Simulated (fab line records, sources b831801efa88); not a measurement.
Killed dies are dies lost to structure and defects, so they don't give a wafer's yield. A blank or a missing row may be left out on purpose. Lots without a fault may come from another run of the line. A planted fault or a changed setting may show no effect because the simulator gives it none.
Which tool did it? | flow sfq_line | 7 lots, 21 wafers sampled, at 2 steps of a route of 325

WHAT THE GAUGES READ, wafer by wafer
SFQ_M4_RS_MEAS_924: measures by four-point-probe.
lot  | measured     | on            | M4_NB_RS (ohm/sq)
L675 | day 34 04:24 | film_metro-01 | 0.887 0.882 0.870
L677 | day 34 22:22 | film_metro-04 | 0.745 0.735 0.743
L685 | day 37 14:08 | film_metro-04 | 0.863 0.881 0.860
L687 | day 38 03:57 | film_metro-03 | 0.894 0.894 0.888
L689 | day 39 03:56 | film_metro-04 | 0.880 0.903 0.884
L691 | day 39 14:43 | film_metro-03 | 0.900 0.882 0.887
L693 | day 40 07:19 | film_metro-01 | 0.881 0.898 0.883

WHICH TOOL RAN EACH LOT (tool, then ch and the chambers of the sampled wafers, then the start)
lot  | SFQ_TRILAYER_M4_DEP_SPUTTER_091
L675 | pvd_sputter-05, day 34 04:16
L677 | pvd_sputter-05, day 34 22:16
L685 | pvd_sputter-03, day 37 14:01
L687 | pvd_sputter-05, day 38 03:49
L689 | pvd_sputter-04, day 39 03:50
L691 | pvd_sputter-05, day 39 14:37
L693 | pvd_sputter-05, day 40 07:14
- SFQ_TRILAYER_M4_DEP_SPUTTER_091: material Nb, target thk 200 nm, time 133.3 s.

THE ANSWER, worked out from the rows above alone
Rule: what is usual is taken from the lots themselves. Put in order of their means at a reading, lots are off if they are a third of the lots or fewer, leave a main group of 4 or more, and stand apart from it by a gap of 3 or more times the standard deviation of the main group's means; of several such gaps the widest counts. A main group whose means are all the same, to the digits that the tables above print for the reading, isn't used. A lot without any number at a reading at which 4 lots or more have one is off too. The other lots that the step has rows for count as sound.
Off: L677, at SFQ_M4_RS_MEAS_924 (M4_NB_RS). The main group: mean 0.884 ohm/sq, standard deviation 0.0082.
A tool fits if, at a process step before that reading, it ran every lot that is off, and no sound lot after the first of them. The gauges at SFQ_M4_RS_MEAS_924 are tried like those tools. None of those tried fits.

WHAT THE SIMULATOR HAD PUT IN
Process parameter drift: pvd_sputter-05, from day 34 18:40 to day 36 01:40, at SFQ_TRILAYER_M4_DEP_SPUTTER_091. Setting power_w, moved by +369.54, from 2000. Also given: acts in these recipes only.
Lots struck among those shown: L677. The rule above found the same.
